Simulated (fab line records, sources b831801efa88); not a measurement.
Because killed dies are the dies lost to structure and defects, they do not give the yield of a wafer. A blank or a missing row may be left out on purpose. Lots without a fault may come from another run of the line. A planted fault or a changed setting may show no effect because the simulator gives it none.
Which tool is to blame? / flow gf180mcu / 36 wafers from 12 lots sampled at 6 of the route's 602 steps

WHAT THE GAUGES READ, wafer by wafer
GF_NWELL_TW_MEAS_11.
lot=L701; measured=day 3 06:43; on=film-metro-04; NWELL_TW=1577 1573 1565
lot=L702; measured=day 3 14:15; on=film-metro-02; NWELL_TW=1583 1584 1583
lot=L704; measured=day 3 23:36; on=film-metro-01; NWELL_TW=1578 1572 1579
lot=L705; measured=day 4 04:50; on=film-metro-02; NWELL_TW=1582 1583 1582
lot=L708; measured=day 4 22:03; on=film-metro-02; NWELL_TW=1587 1587 1576
lot=L711; measured=day 5 15:17; on=film-metro-01; NWELL_TW=1568 1568 1577
lot=L712; measured=day 5 21:02; on=film-metro-02; NWELL_TW=1573 1579 1580
lot=L713; measured=day 6 00:48; on=film-metro-01; NWELL_TW=1574 1562 1561
lot=L714; measured=day 6 08:49; on=film-metro-04; NWELL_TW=1570 1570 1570
lot=L717; measured=day 6 22:36; on=film-metro-04; NWELL_TW=1569 1566 1562
lot=L723; measured=day 8 06:30; on=film-metro-04; NWELL_TW=1601 1597 1609
lot=L724; measured=day 8 16:09; on=film-metro-01; NWELL_TW=1607 1610 1600

GF_VT_IMPLANT_RS_MEAS_47: uses a four-point probe to measure.
lot=L701; measured=day 7 11:46; on=film-metro-01; NWELL_RS (ohm/sq)=486.8 488.4 487.8
lot=L702; measured=day 7 21:11; on=film-metro-04; NWELL_RS (ohm/sq)=488.4 486.6 486.1
lot=L704; measured=day 8 08:31; on=film-metro-04; NWELL_RS (ohm/sq)=487.4 488.2 488.3
lot=L705; measured=day 8 13:58; on=film-metro-02; NWELL_RS (ohm/sq)=487.4 488.4 488.4
lot=L708; measured=day 9 13:02; on=film-metro-04; NWELL_RS (ohm/sq)=488.5 487.8 487.9
lot=L711; measured=day 10 08:35; on=film-metro-04; NWELL_RS (ohm/sq)=488.3 487.0 487.3
lot=L712; measured=day 10 14:59; on=film-metro-01; NWELL_RS (ohm/sq)=488.6 489.3 489.2
lot=L713; measured=day 10 21:51; on=film-metro-04; NWELL_RS (ohm/sq)=486.0 487.1 487.5
lot=L714; measured=day 11 07:44; on=film-metro-04; NWELL_RS (ohm/sq)=489.0 488.9 489.2
lot=L717; measured=day 12 00:50; on=film-metro-02; NWELL_RS (ohm/sq)=488.3 488.8 489.0
lot=L723; measured=day 13 16:39; on=film-metro-01; NWELL_RS (ohm/sq)=477.2 477.9 477.9
lot=L724; measured=day 14 04:17; on=film-metro-01; NWELL_RS (ohm/sq)=477.9 478.5 477.5

GF_M2_OVL_MEAS_15.
lot=L701; measured=day 18 22:22; on=overlay-01; M2_OVL (nm)=-1 2 -8
lot=L702; measured=day 19 15:05; on=overlay-02; M2_OVL (nm)=-3 -17 -10
lot=L704; measured=day 20 09:13; on=overlay-02; M2_OVL (nm)=-12 -5 -10
lot=L705; measured=day 20 16:23; on=overlay-01; M2_OVL (nm)=-2 3 -7
lot=L708; measured=day 21 21:04; on=overlay-02; M2_OVL (nm)=-7 -13 -18
lot=L711; measured=day 22 23:49; on=overlay-01; M2_OVL (nm)=-6 8 -3
lot=L712; measured=day 23 08:47; on=overlay-01; M2_OVL (nm)=9 4 3
lot=L713; measured=day 23 16:55; on=overlay-02; M2_OVL (nm)=-6 -5 -11
lot=L714; measured=day 24 04:45; on=overlay-01; M2_OVL (nm)=2 -5 -4
lot=L717; measured=day 25 01:05; on=overlay-02; M2_OVL (nm)=-2 -6 -2
lot=L723; measured=day 26 17:50; on=overlay-02; M2_OVL (nm)=2 -1 0
lot=L724; measured=day 27 04:40; on=overlay-01; M2_OVL (nm)=6 3 -7

WHICH TOOL RAN EACH LOT (tool, then ch and the chambers of the sampled wafers, then the start)
lot=L701; GF_NWELL_IMPLANT_09=implanter-04 ch 0, day 3 06:29; GF_POLY_GATE_ETCH_12=rie-diel-03 ch 1,3, day 9 01:46; GF_M2_SPUTTER_02=pvd-sputter-01, day 17 23:06
lot=L702; GF_NWELL_IMPLANT_09=implanter-04 ch 0, day 3 14:00; GF_POLY_GATE_ETCH_12=rie-diel-02 ch 0,3, day 9 12:55; GF_M2_SPUTTER_02=pvd-sputter-01, day 18 15:22
lot=L704; GF_NWELL_IMPLANT_09=implanter-03 ch 0, day 3 23:21; GF_POLY_GATE_ETCH_12=rie-diel-03 ch 0,1,3, day 9 23:54; GF_M2_SPUTTER_02=pvd-sputter-02, day 19 08:34
lot=L705; GF_NWELL_IMPLANT_09=implanter-03 ch 0, day 4 04:35; GF_POLY_GATE_ETCH_12=rie-diel-02 ch 0,1,3, day 10 07:04; GF_M2_SPUTTER_02=pvd-sputter-02, day 19 15:50
lot=L708; GF_NWELL_IMPLANT_09=implanter-04 ch 0, day 4 21:48; GF_POLY_GATE_ETCH_12=rie-diel-03 ch 1,2,3, day 11 07:40; GF_M2_SPUTTER_02=pvd-sputter-04, day 20 21:11
lot=L711; GF_NWELL_IMPLANT_09=implanter-04 ch 0, day 5 15:02; GF_POLY_GATE_ETCH_12=rie-diel-04 ch 0,2, day 12 03:36; GF_M2_SPUTTER_02=pvd-sputter-02, day 22 00:35
lot=L712; GF_NWELL_IMPLANT_09=implanter-04 ch 0, day 5 20:47; GF_POLY_GATE_ETCH_12=rie-diel-02 ch 0,2, day 12 10:10; GF_M2_SPUTTER_02=pvd-sputter-01, day 22 09:18
lot=L713; GF_NWELL_IMPLANT_09=implanter-01 ch 0, day 6 00:34; GF_POLY_GATE_ETCH_12=rie-diel-04 ch 2,3, day 12 18:10; GF_M2_SPUTTER_02=pvd-sputter-04, day 22 18:09
lot=L714; GF_NWELL_IMPLANT_09=implanter-03 ch 0, day 6 08:37; GF_POLY_GATE_ETCH_12=rie-diel-04 ch 0,1,3, day 13 04:44; GF_M2_SPUTTER_02=pvd-sputter-01, day 23 06:08
lot=L717; GF_NWELL_IMPLANT_09=implanter-04 ch 0, day 6 22:21; GF_POLY_GATE_ETCH_12=rie-diel-02 ch 2,3, day 13 23:18; GF_M2_SPUTTER_02=pvd-sputter-04, day 24 02:09
lot=L723; GF_NWELL_IMPLANT_09=implanter-04 ch 0, day 8 06:16; GF_POLY_GATE_ETCH_12=rie-diel-02 ch 0,3, day 15 15:57; GF_M2_SPUTTER_02=pvd-sputter-02, day 25 20:23
lot=L724; GF_NWELL_IMPLANT_09=implanter-04 ch 0, day 8 15:54; GF_POLY_GATE_ETCH_12=rie-diel-04 ch 1,2, day 16 03:07; GF_M2_SPUTTER_02=pvd-sputter-04, day 26 08:01
- GF_NWELL_IMPLANT_09
- GF_POLY_GATE_ETCH_12: etches BARC in N2/H2.
- GF_M2_SPUTTER_02: material AlCu, target thk 450 nm, time 23.9 s.

AS READ BY THE TOOLS THEMSELVES (means over the sampled wafers that have a number; for cases with no such wafer, the mark the record gives instead)
GF_NWELL_IMPLANT_09.
lot=L701; tool=implanter-04; tilt-deg (degrees)=-0.016
lot=L702; tool=implanter-04; tilt-deg (degrees)=0.003
lot=L704; tool=implanter-03; tilt-deg (degrees)=0.013
lot=L705; tool=implanter-03; tilt-deg (degrees)=0.005
lot=L708; tool=implanter-04; tilt-deg (degrees)=-0.006
lot=L711; tool=implanter-04; tilt-deg (degrees)=0.002
lot=L712; tool=implanter-04; tilt-deg (degrees)=0.013
lot=L713; tool=implanter-01; tilt-deg (degrees)=0.007
lot=L714; tool=implanter-03; tilt-deg (degrees)=-0.016
lot=L717; tool=implanter-04; tilt-deg (degrees)=0.009
lot=L723; tool=implanter-04; tilt-deg (degrees)=3.711
lot=L724; tool=implanter-04; tilt-deg (degrees)=3.715

GF_POLY_GATE_ETCH_12.
lot=L701; tool=rie-diel-03; drypump-motor-current-A (A)=6.6; oes-product-au (a.u.)=0.733; throttle-valve-pct (%)=13.213
lot=L702; tool=rie-diel-02; drypump-motor-current-A (A)=5.7; oes-product-au (a.u.)=0.733; throttle-valve-pct (%)=13.208
lot=L704; tool=rie-diel-03; drypump-motor-current-A (A)=6.6; oes-product-au (a.u.)=0.737; throttle-valve-pct (%)=13.213
lot=L705; tool=rie-diel-02; drypump-motor-current-A (A)=5.4; oes-product-au (a.u.)=0.731; throttle-valve-pct (%)=13.221
lot=L708; tool=rie-diel-03; drypump-motor-current-A (A)=6.6; oes-product-au (a.u.)=0.736; throttle-valve-pct (%)=13.218
lot=L711; tool=rie-diel-04; drypump-motor-current-A (A)=5.7; oes-product-au (a.u.)=0.737; throttle-valve-pct (%)=13.215
lot=L712; tool=rie-diel-02; drypump-motor-current-A (A)=5.2; oes-product-au (a.u.)=0.732; throttle-valve-pct (%)=13.220
lot=L713; tool=rie-diel-04; drypump-motor-current-A (A)=5.8; oes-product-au (a.u.)=0.733; throttle-valve-pct (%)=13.206
lot=L714; tool=rie-diel-04; drypump-motor-current-A (A)=5.6; oes-product-au (a.u.)=0.740; throttle-valve-pct (%)=13.213
lot=L717; tool=rie-diel-02; drypump-motor-current-A (A)=5.2; oes-product-au (a.u.)=0.732; throttle-valve-pct (%)=13.217
lot=L723; tool=rie-diel-02; drypump-motor-current-A (A)=5.8; oes-product-au (a.u.)=0.735; throttle-valve-pct (%)=13.210
lot=L724; tool=rie-diel-04; drypump-motor-current-A (A)=6.1; oes-product-au (a.u.)=0.731; throttle-valve-pct (%)=13.215

GF_M2_SPUTTER_02.
lot=L701; tool=pvd-sputter-01; chamber-pressure-pa (Pa)=0.3999; throttle-valve-pct (%)=29.6
lot=L702; tool=pvd-sputter-01; chamber-pressure-pa (Pa)=0.3992; throttle-valve-pct (%)=29.5
lot=L704; tool=pvd-sputter-02; chamber-pressure-pa (Pa)=0.3995; throttle-valve-pct (%)=30.6
lot=L705; tool=pvd-sputter-02; chamber-pressure-pa (Pa)=0.4001; throttle-valve-pct (%)=30.5
lot=L708; tool=pvd-sputter-04; chamber-pressure-pa (Pa)=0.3999; throttle-valve-pct (%)=30.6
lot=L711; tool=pvd-sputter-02; chamber-pressure-pa (Pa)=0.3995; throttle-valve-pct (%)=31.0
lot=L712; tool=pvd-sputter-01; chamber-pressure-pa (Pa)=0.4006; throttle-valve-pct (%)=29.7
lot=L713; tool=pvd-sputter-04; chamber-pressure-pa (Pa)=0.4001; throttle-valve-pct (%)=30.9
lot=L714; tool=pvd-sputter-01; chamber-pressure-pa (Pa)=0.4009; throttle-valve-pct (%)=30.2
lot=L717; tool=pvd-sputter-04; chamber-pressure-pa (Pa)=0.4003; throttle-valve-pct (%)=30.9
lot=L723; tool=pvd-sputter-02; chamber-pressure-pa (Pa)=0.4000; throttle-valve-pct (%)=31.1
lot=L724; tool=pvd-sputter-04; chamber-pressure-pa (Pa)=0.4007; throttle-valve-pct (%)=31.0

THE ANSWER, worked out from the rows above alone
Rule: the usual values come from the lots themselves. Put in order of their means at a reading, lots are off if they are a third of the lots or fewer, leave a main group of 4 or more, and stand apart from it by a gap of 3 or more times the standard deviation of the main group's means; of several such gaps the widest counts. A main group whose means are all the same, to the digits that the tables above print for the reading, isn't used. A lot without any number at a reading at which 4 lots or more have one is off too. Any other lot the step has rows for is counted as sound. First the gauges in route order, then the tools' own readings, where a lot's mean is used as printed above. The first step at which some lot is off is used, and at that step the reading that is off furthest; a lot without a number counts as furthest.
Off: at GF_VT_IMPLANT_RS_MEAS_47 (NWELL_RS), L723, L724. The main group: mean 488.0 ohm/sq, standard deviation 0.72.
If a tool, at a process step before that reading, ran all the lots that are off and no sound lot after the first of them, it fits. The gauges at GF_VT_IMPLANT_RS_MEAS_47 aren't tried: what is off there is off at GF_NWELL_IMPLANT_09 too, on other tools, and a gauge's error can't cause that. One candidate fits, namely implanter-04 at GF_NWELL_IMPLANT_09. A fault onset in the window from L717 (day 6 22:21, its last sound lot) to L723 (day 8 06:16, its first lot off) fits.
The tool's own readings at GF_NWELL_IMPLANT_09 bear it out: on the lots that are off they differ by more than 5 times the standard deviation of the sound lots' means. tilt-deg reads 3.713 degrees there against 0.001 degrees on the sound lots.

WHAT THE SIMULATOR PUT IN
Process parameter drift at GF_NWELL_IMPLANT_09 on implanter-04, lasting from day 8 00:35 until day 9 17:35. A move of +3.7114 in setting tilt-deg, from 0. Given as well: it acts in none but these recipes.
Shown lots that were struck: L723, L724. This agrees with what the rule above found.
